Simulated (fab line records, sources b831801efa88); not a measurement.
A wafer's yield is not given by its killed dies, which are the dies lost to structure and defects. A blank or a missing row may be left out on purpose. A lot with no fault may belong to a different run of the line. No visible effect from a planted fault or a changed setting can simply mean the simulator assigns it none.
What tool caused it?	flow gf180mcu	11 lots with 33 wafers sampled at 3 steps, on a route of 602 steps

WHAT EACH GAUGE READ, for each wafer
GF_M3_RS_MEAS_05: the measuring method here is four-point-probe.
lot	measured	on	M3_ALCU_RS (ohm/sq)
L652	day 20 07:39	filmMetro-02	0.0683 0.0688 0.0689
L654	day 20 20:09	filmMetro-02	0.0702 0.0695 0.0697
L655	day 21 11:29	filmMetro-03	0.0699 0.0705 0.0703
L656	day 21 12:26	filmMetro-02	0.0689 0.0689 0.0694
L658	day 22 11:47	filmMetro-01	0.0701 0.0697 0.0700
L663	day 24 13:53	filmMetro-02	0.0695 0.0691 0.0690
L664	day 25 04:41	filmMetro-03	0.0702 0.0702 0.0699
L665	day 25 09:06	filmMetro-01	0.0703 0.0699 0.0702
L670	day 26 15:39	filmMetro-03	0.0684 0.0683 0.0689
L674	day 27 15:49	filmMetro-02	0.0706 0.0709 0.0706
L675	day 27 21:05	filmMetro-01	0.0704 0.0702 0.0698

GF_M3_THK_MEAS_06: measures by xrf.
lot	measured	on	M3_ALCU_THK (nm)
L652	day 20 07:46	filmMetro-02	465 466 463
L654	day 20 20:16	filmMetro-02	456 460 458
L655	day 21 11:36	filmMetro-03	455 448 452
L656	day 21 12:33	filmMetro-02	468 466 463
L658	day 22 11:55	filmMetro-01	455 459 458
L663	day 24 14:01	filmMetro-02	460 464 466
L664	day 25 04:49	filmMetro-03	454 455 458
L665	day 25 09:13	filmMetro-01	456 458 455
L670	day 26 15:46	filmMetro-03	462 464 460
L674	day 27 15:55	filmMetro-02	452 450 452
L675	day 27 21:11	filmMetro-01	457 457 456

GF_M3_CD_MEAS_14: the cd target is 280 nm.
lot	measured	on	cdNm (nm)
L652	day 21 07:37	cdSem-01	282.4 282.3 282.7
L654	day 21 19:21	cdSem-02	278.9 279.5 280.6
L655	day 22 11:13	cdSem-02	280.0 280.0 280.7
L656	day 22 11:31	cdSem-01	281.1 279.4 281.1
L658	day 23 10:30	cdSem-02	281.6 282.5 283.6
L663	day 25 10:52	cdSem-01	278.9 280.0 277.8
L664	day 26 01:40	cdSem-02	278.7 278.8 278.9
L665	day 26 06:00	cdSem-02	278.3 279.1 279.5
L670	day 27 12:34	cdSem-02	281.7 282.1 282.6
L674	day 28 11:09	cdSem-01	279.1 278.6 278.9
L675	day 28 16:44	cdSem-01	278.9 279.9 279.6

EACH LOT AND THE TOOL THAT RAN IT (in order: tool; ch and the chambers of the sampled wafers; start)
There is no process step in the record ahead of these readings.

WHAT THE TOOLS THEMSELVES READ (means of the sampled wafers that have a number; where no wafer has one, the mark that the record gives instead)
The record holds no such reading with a usual standard deviation.

THE ANSWER, worked out from the rows above alone
Rule: what is usual is taken from the lots themselves. Put in order of their means at a reading, lots are off if they are a third of the lots or fewer, leave a main group of 4 or more, and stand apart from it by a gap of 3 or more times the standard deviation of the main group's means; of several such gaps the widest counts. If all means in a main group match to the digits the tables above print for the reading, that group is not used. Also off: a lot with no number at a reading for which 4 or more lots have one. Where the step has rows for the other lots, those lots are counted as sound. Order of review: gauges by route order, followed by the tools' own readings, for which a lot's mean as printed above is used. The first step at which some lot is off is used, and at that step the reading that is off furthest; a lot without a number counts as furthest.
Nothing can be told from this: no lot is off at any reading shown.

WHAT WAS PUT IN BY THE SIMULATOR
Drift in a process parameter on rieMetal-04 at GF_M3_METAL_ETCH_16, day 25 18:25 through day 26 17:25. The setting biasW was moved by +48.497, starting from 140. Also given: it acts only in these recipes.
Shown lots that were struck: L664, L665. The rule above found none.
